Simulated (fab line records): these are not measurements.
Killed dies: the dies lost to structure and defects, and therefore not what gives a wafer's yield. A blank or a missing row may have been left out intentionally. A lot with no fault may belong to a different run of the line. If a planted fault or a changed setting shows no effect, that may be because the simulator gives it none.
Comparing a struck lot with a sound one + flow sky130 + 18 out of 708 route steps
Sound: the wafers L917.1, L917.2, L917.4. Wafers struck: L931.2, L931.3. The cause is given at the end.
Per side, at each step with rows, come the tool, then ch with its chambers, and then its first start. Under that, the readings that differ: sound wafers + struck wafers + difference of the means + sigmas: that difference in standard deviations of wafers without a fault.
alike: same words and numbers on both sides, and readings whose means sit less than 2 such deviations apart. not compared: any withheld reading, any reading some wafer has no value for, any bound like >300 that may hide the same value, and any number with overlapping values for which the record gives no deviation.
Wherever a step has rows on one side only, a row that says differs or no value, or a row with sigmas, the two part there. Numbers that have no deviation but don't overlap get no sigmas and don't part them. A reading missing from all wafers of one side parts the sides only when that side holds two or more wafers.

first, 3 steps without rows for these wafers: SKY_LI_CONTACT_EXPOSE_09 (exposes mask LICM1, target cd 170 nm); SKY_LI_CONTACT_PEB_10; SKY_LI_CONTACT_DEVELOP_11 (develop time 60 s).
SKY_LI_CONTACT_CD_MEAS_12 targets a cd of 170 nm.
  sound on cd sem-02 at day 29 07:38; struck on cd sem-01 at day 33 21:43
  alike: cd nm
SKY_LI_CONTACT_OVL_MEAS_13:
  sound on overlay-02 at day 29 07:46; struck on overlay-02 at day 33 21:49
  alike: LI_CONTACT_OVL
SKY_LI_CONTACT_ETCH_14: etches BARC in N2/H2, stops on SiO2, time 45.9 s, target depth 60 nm.
  sound on rie diel-03 ch 0,2,3, day 29 07:47; struck on rie diel-04 ch 2,3, day 33 21:51
  alike: chamber pressure mTorr, drypump motor current A, oes product au, throttle valve pct
  not compared: rf hours counter h
SKY_LI_CONTACT_ETCH_15: etches PSG in C4F8/O2/Ar, stops on Si, target depth 600 nm.
  sound on rie diel-03 ch 0,2,3, day 29 07:50; struck on rie diel-04 ch 2,3, day 33 21:54
  alike: chamber pressure mTorr, oes product au
SKY_LI_CONTACT_STRIP_16: strips in O2/N2.
  sound on plasma asher-04 ch 0,1, day 29 07:55; struck on plasma asher-02 ch 0,1, day 33 21:59
  alike: chamber pressure mTorr, drypump motor current A, oes product au, strip time to endpoint s
  not compared: rf hours counter h
then, 2 steps without rows for these wafers: SKY_LI_CONTACT_CLEAN_17 (cleans in NMP, time 600 s); SKY_LI_CONTACT_PRE_CLEAN_18 (time 5.6 s).
SKY_LI_CONTACT_SPUTTER_19: material Ti, target thk 20 nm, time 106.37 s.
  sound on pvd sputter-03 at day 29 08:13; struck on pvd sputter-04 at day 33 22:17
  alike: substrate temp c, throttle valve pct
SKY_LI_CONTACT_SPUTTER_20: material TiN, target thk 20 nm, time 80 s.
  sound on pvd sputter-03 at day 29 08:17; struck on pvd sputter-04 at day 33 22:22
  alike: throttle valve pct
SKY_LI_CONTACT_CVD_21: deposits W, target thk 400 nm, time 120.56 s.
  sound on cvd w-01 ch 0,1, day 29 08:21; struck on cvd w-01 ch 0,1, day 33 22:26
| reading                                  | sound             | struck      | difference | sigmas |
|------------------------------------------|-------------------|-------------|------------|--------|
| model.W_of_LI_CONTACT_CVD_21.thk nm (nm) | 396.1 397.5 394.8 | 278.1 271.2 | -121.5     |        |
  alike: heater power outer w, heater power w
SKY_LI_CONTACT_RS_MEAS_22: measurement is done with a four-point probe.
  sound on film metro-01 at day 29 08:29; struck on film metro-01 at day 33 22:34
| reading                  | sound                | struck        | difference | sigmas |
|--------------------------|----------------------|---------------|------------|--------|
| LI_CONTACT_W_RS (ohm/sq) | 0.2870 0.2856 0.2883 | 0.4091 0.4201 | +0.1276    | +49    |
SKY_LI_CONTACT_THK_MEAS_23: measures by xrf.
  sound on film metro-01 at day 29 08:36; struck on film metro-01 at day 33 22:41
| reading               | sound       | struck  | difference | sigmas |
|-----------------------|-------------|---------|------------|--------|
| LI_CONTACT_W_THK (nm) | 403 402 399 | 279 272 | -126       | -20    |
SKY_LI_CONTACT_CMP_24: polishes, stops on PSG, t overpolish 20 s, target thk 0 nm.
  sound on cmp-02 ch 0,1,3, day 29 08:40; struck on cmp-01 ch 0,1, day 33 23:02
| reading                | sound    | struck | difference | sigmas |
|------------------------|----------|--------|------------|--------|
| time to endpoint s (s) | 99 96 99 | 62 62  | -36        | -10    |
  alike: motor current A
then, 2 steps without rows for these wafers: SKY_LOCAL_INTERCONNECT_SPUTTER_00 (material TiN, target thk 100 nm, time 83.3 s); SKY_PAD_OPEN_PROBE_99.

WHERE THEY PART
Earliest at SKY_LI_CONTACT_RS_MEAS_22; latest, in this record, at SKY_LI_CONTACT_CMP_24.

WHY: what had been put in by the simulator
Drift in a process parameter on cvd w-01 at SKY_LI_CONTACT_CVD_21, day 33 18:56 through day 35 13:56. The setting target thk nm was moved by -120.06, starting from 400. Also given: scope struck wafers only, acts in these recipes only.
